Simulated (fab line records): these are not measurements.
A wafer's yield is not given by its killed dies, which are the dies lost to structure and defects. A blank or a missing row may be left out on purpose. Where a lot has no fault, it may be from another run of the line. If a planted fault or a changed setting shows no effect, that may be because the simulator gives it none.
Problem report, 8D (eight disciplines) form, completed by code    flow sky130    the parts of the form that need people (team, actions taken, sign-off) are left out

1. WHAT IS WRONG
On 2 wafers of 1 lot, run length s at SKY_PASSIVATION_ETCH_11 has a mean of 182.4 s; fault-free wafers read 189.6 s, standard deviation 0.6. That puts it -12 standard deviations away from the usual mean.
The step: etches the open film in CF4/O2, stops on AlCu, target depth 725 nm, time 161.1 s.
First seen on wafer L767.3, day 48 10:55, on rie diel-02. The record has a number at this step for 15 wafers belonging to 5 lots. Rule for "out" (also "out of limits"): further than 4 standard deviations from the usual mean. The other wafers with a number count as sound.

2. WHAT THIS IS AND IS NOT
question                     is                 is not
which readings at this step  run length s       cf4 flow sccm, drypump motor current A
which lots                   L767               L754, L755, L757, L760
which wafers of those lots   L767.3, L767.5     L767.4
read on which tools          rie diel-02        rie diel-03
when                         from day 48 10:55  up to then (13 sound wafers)

3. WHAT RULES OUT EACH SUSPECT
Counting: if a tool at a process step up to the reading ran every lot that is out, it stays a suspect. Sound lots after the first of them don't rule it out here, since some wafers of a struck lot are sound.
- pecvd-01 at SKY_PASSIVATION_CVD_00 (deposits SiO2, target thk 90 nm): kept. The lot that is out, L767, ran on it at day 47 15:59; the last sound lot it ran before that was L757, at day 45 13:05.
- pecvd-03 at SKY_PASSIVATION_CVD_02 (deposits Si3N4, target thk 540 nm): kept. The lot that is out, L767, ran on it at day 47 16:04; the last sound lot it ran before that was L755, at day 44 13:50.
- rie diel-02 at SKY_PASSIVATION_ETCH_11 (etches the open film in CF4/O2, stops on AlCu, target depth 725 nm, time 161.1 s): kept. The lot that is out, L767, ran on it at day 48 10:55; the last sound lot it ran before that was L760, at day 46 18:55. Its own readings are out on those wafers: run length s.
- The sound lot-mates ran in chamber 1 of pecvd-01 at SKY_PASSIVATION_CVD_00, but the wafers that are out ran in chamber 0.
- Within pecvd-03 at SKY_PASSIVATION_CVD_02: the wafers that are out ran in chambers 0, 2; their sound lot-mates ran in chamber 1.
- The sound lot-mates ran in chamber 2 of rie diel-02 at SKY_PASSIVATION_ETCH_11, but the wafers that are out ran in chamber 1.
Still standing after the count: pecvd-01 at SKY_PASSIVATION_CVD_00, pecvd-03 at SKY_PASSIVATION_CVD_02, rie diel-02 at SKY_PASSIVATION_ETCH_11.

4. THE CAUSE (what the simulator had put in)
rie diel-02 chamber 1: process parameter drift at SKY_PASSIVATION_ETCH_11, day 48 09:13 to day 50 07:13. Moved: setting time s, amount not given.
This tool is one of the 3 suspects left after counting.

5. SEQUENCE OF EFFECTS, ordered by route
Rows list readings where the struck wafers' mean (over those with a number) sits beyond 3 standard deviations from the usual. Only readings for which the record gives a usual standard deviation are gone through. hours: the time from each lot's start at the first step in this table that gives one to its start at this step, as a median over the lots. sigmas: the change in usual standard deviations.
hours  step                     reading       usual    on struck wafers  change  sigmas
0      SKY_PASSIVATION_ETCH_11  run length s  189.6 s  182.4             -7.2    -12
Process steps it contains:
- SKY_PASSIVATION_ETCH_11: etches the open film in CF4/O2, stops on AlCu, target depth 725 nm, time 161.1 s.
Readings that are blank on the struck wafers while sound wafers have them: rf fwd power W at SKY_PASSIVATION_ETCH_11.

6. WHAT WOULD HAVE CAUGHT IT SOONER
First out-of-limits reading in this record: day 48 10:55, which is 2 hours after fault onset at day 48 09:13.
